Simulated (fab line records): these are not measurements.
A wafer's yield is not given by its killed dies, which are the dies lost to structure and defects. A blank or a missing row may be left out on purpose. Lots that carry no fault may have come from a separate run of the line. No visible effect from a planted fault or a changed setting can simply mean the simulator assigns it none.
Chamber matching | flow sky130 | 4 sister chambers for SKY_VIA4_CMP_02 on cmp-01
The step polishes SiO2. 4 wafers are shown with their chamber, then 8 later ones without.

== EACH WAFER AND ITS CHAMBER ==
wafer  | chamber | motor_current_A (A)
L397.4 | 3       | 9.9
L401.5 | 0       | 11.4
L401.6 | 1       | 15.3
L403.2 | 2       | 12.6

== WAFERS WITH NO CHAMBER GIVEN ==
wafer  | motor_current_A (A)
L403.4 | 15.3
L403.6 | 14.3
L411.2 | 11.5
L411.5 | 15.0
L411.6 | 11.5
L414.1 | 12.7
L414.3 | 14.5
L414.4 | 11.1

== WHICH CHAMBER EACH WENT THROUGH ==
wafer  | from the rows above     | in truth
L403.4 | 1                       | 1
L403.6 | can't be placed: 1 or 2 | 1
L411.2 | 0                       | 0
L411.5 | 1                       | 1
L411.6 | 0                       | 0
L414.1 | 2                       | 2
L414.3 | 1                       | 1
L414.4 | can't be placed: 0 or 3 | 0
Correct placement for 6 of the 8. These rows do not allow placing 2 (true chamber among the candidates in 2). 0 placed wrongly.
How it was worked out, from the rows above alone: a wafer's distance from a chamber is the root of the sum, over the readings, of the square of ((its reading less the chamber's mean) divided by the reading's scatter). The wafer belongs to the nearest chamber; if the next one is less than 2 further off, it can't be placed. A chamber's mean is the mean of its shown wafers. The scatter: with one shown wafer a chamber, the root of the mean of the squares of how far each hidden wafer lies from its nearest shown one.
